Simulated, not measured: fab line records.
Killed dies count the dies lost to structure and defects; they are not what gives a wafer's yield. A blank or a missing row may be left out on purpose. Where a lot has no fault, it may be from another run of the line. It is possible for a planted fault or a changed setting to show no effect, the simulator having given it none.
Comparing a struck lot with a sound one | flow sky130 | 14 steps out of a route of 708
Sound: the wafers L700.2, L700.4, L700.5. Struck: wafers L696.2, L696.5, L696.6. The cause comes at the end.
Each step with rows lists, per side, the tool, then ch with its chambers, then its first start. Under that, the readings that differ: sound wafers | struck wafers | difference of the means | sigmas: that difference in standard deviations of wafers without a fault.
alike: words and numbers the same on both sides, and readings whose means are apart by under 2 such deviations; not compared: readings that were withheld, readings missing a value for some wafer, numbers with overlapping values and no deviation given by the record, and bounds like >300 which may hide the same value.
The two part at a step that has a row with sigmas, a row that says differs or no value, or rows on one side only. Numbers that have no deviation but don't overlap get no sigmas and don't part them. A reading that every wafer of one side lacks parts them only if that side has two wafers or more.

SKY_NWELL_OVL_MEAS_10:
  struck on overlay-02, day 7 14:22; sound on overlay-01, day 8 16:42
  alike: NWELL_00_OVL
then, 3 steps without rows for these wafers: SKY_NWELL_IMPLANT_11; SKY_NWELL_IMPLANT_12; SKY_NWELL_IMPLANT_13.
SKY_NWELL_STRIP_14: strips in O2/N2.
  sound on plasma-asher-04 ch 0,1, day 8 17:11; struck on plasma-asher-01 ch 0,1, day 7 14:50
  alike: drypump-motor-current-A, o2-flow-sccm, oes-product-au, strip-time-to-endpoint-s
  not compared: rf-hours-counter-h
SKY_NWELL_TW_MEAS_15:
  struck on film-metro-01, day 7 14:57; sound on film-metro-02, day 8 17:17
  alike: NWELL_TW
then, 6 steps without rows for these wafers: SKY_NWELL_DEHYDRATE_16 (time 60 s); SKY_NWELL_HMDS_17 (prime time 60 s); SKY_NWELL_COAT_18 (resist thk 3000 nm); SKY_NWELL_SOFTBAKE_19; SKY_NWELL_EXPOSE_20 (exposes mask NWM COMPLEMENT, target cd 840 nm); SKY_NWELL_PEB_21.
SKY_NWELL_DEVELOP_22: develop time 60 s.
  sound on litho-track-04 ch 0, day 9 14:00; struck on litho-track-03, day 8 10:00
  no value came back on the struck wafers for chill-plate-temp-C (C), develop-time-s (s); on the sound wafers chill-plate-temp-C (C) reads 23.18 23.03 23.05
SKY_NWELL_OVL_MEAS_23:
  struck on overlay-01, day 8 10:30; sound on overlay-02, day 9 14:49
  reading           | sound        | struck | difference                    | sigmas
  NWELL_01_OVL (nm) | 0.0 -0.4 0.2 | - - -  | no value on the struck wafers |

WHERE THEY PART
First at SKY_NWELL_DEVELOP_22; last, within this record, at SKY_NWELL_OVL_MEAS_23.

WHY: whatever the simulator had introduced
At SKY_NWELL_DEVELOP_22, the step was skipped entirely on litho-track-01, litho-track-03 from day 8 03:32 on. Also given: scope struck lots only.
